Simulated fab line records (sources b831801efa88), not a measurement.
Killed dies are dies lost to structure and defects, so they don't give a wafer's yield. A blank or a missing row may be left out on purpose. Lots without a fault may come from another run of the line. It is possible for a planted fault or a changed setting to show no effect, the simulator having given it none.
Chamber matching || flow sky130 || 4 sister chambers for SKY_VIA4_ETCH_12 on rie_diel-03
The step etches SiO2 in C4F8/O2/Ar, stops on TiN, target depth 580 nm. 4 wafers are shown with their chamber, then 10 later ones without.

== WAFERS, EACH WITH ITS CHAMBER ==
{"wafer": "L092.5", "chamber": 3, "oes_product_au (a.u.)": 0.930}
{"wafer": "L092.6", "chamber": 0, "oes_product_au (a.u.)": 0.927}
{"wafer": "L093.2", "chamber": 1, "oes_product_au (a.u.)": 0.926}
{"wafer": "L093.3", "chamber": 2, "oes_product_au (a.u.)": 0.920}

== WAFERS MISSING THEIR CHAMBER ==
{"wafer": "L093.6", "oes_product_au (a.u.)": 0.923}
{"wafer": "L094.1", "oes_product_au (a.u.)": 0.928}
{"wafer": "L094.2", "oes_product_au (a.u.)": 0.935}
{"wafer": "L094.3", "oes_product_au (a.u.)": 0.928}
{"wafer": "L094.4", "oes_product_au (a.u.)": 0.933}
{"wafer": "L094.5", "oes_product_au (a.u.)": 0.931}
{"wafer": "L094.6", "oes_product_au (a.u.)": 0.923}
{"wafer": "L097.1", "oes_product_au (a.u.)": 0.921}
{"wafer": "L097.3", "oes_product_au (a.u.)": 0.933}
{"wafer": "L097.5", "oes_product_au (a.u.)": 0.933}

== WHICH CHAMBER EACH WENT THROUGH ==
{"wafer": "L093.6", "from the rows above": "can't be placed: 1 or 2 or 0 or 3", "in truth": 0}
{"wafer": "L094.1", "from the rows above": "can't be placed: 0 or 1 or 3", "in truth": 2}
{"wafer": "L094.2", "from the rows above": "can't be placed: 3 or 0 or 1", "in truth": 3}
{"wafer": "L094.3", "from the rows above": "can't be placed: 0 or 1 or 3", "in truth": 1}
{"wafer": "L094.4", "from the rows above": "can't be placed: 3 or 0 or 1", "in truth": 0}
{"wafer": "L094.5", "from the rows above": "can't be placed: 3 or 0 or 1", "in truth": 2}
{"wafer": "L094.6", "from the rows above": "can't be placed: 1 or 2 or 0 or 3", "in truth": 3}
{"wafer": "L097.1", "from the rows above": "can't be placed: 2 or 1 or 0", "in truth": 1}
{"wafer": "L097.3", "from the rows above": "can't be placed: 3 or 0 or 1", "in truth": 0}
{"wafer": "L097.5", "from the rows above": "can't be placed: 3 or 0 or 1", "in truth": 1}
Correctly placed: 0 of 10. These rows do not allow placing 10 (true chamber among the candidates in 8). 0 placed wrongly.
How it was worked out, from the rows above alone: a wafer's distance from a chamber is the root of the sum, over the readings, of the square of ((its reading less the chamber's mean) divided by the reading's scatter). The wafer belongs to the nearest chamber; if the next one is less than 2 further off, it can't be placed. A chamber's mean is the mean of its shown wafers. The scatter (one wafer shown for each chamber): square how far every hidden wafer sits from the nearest shown wafer, average those squares and take the square root.
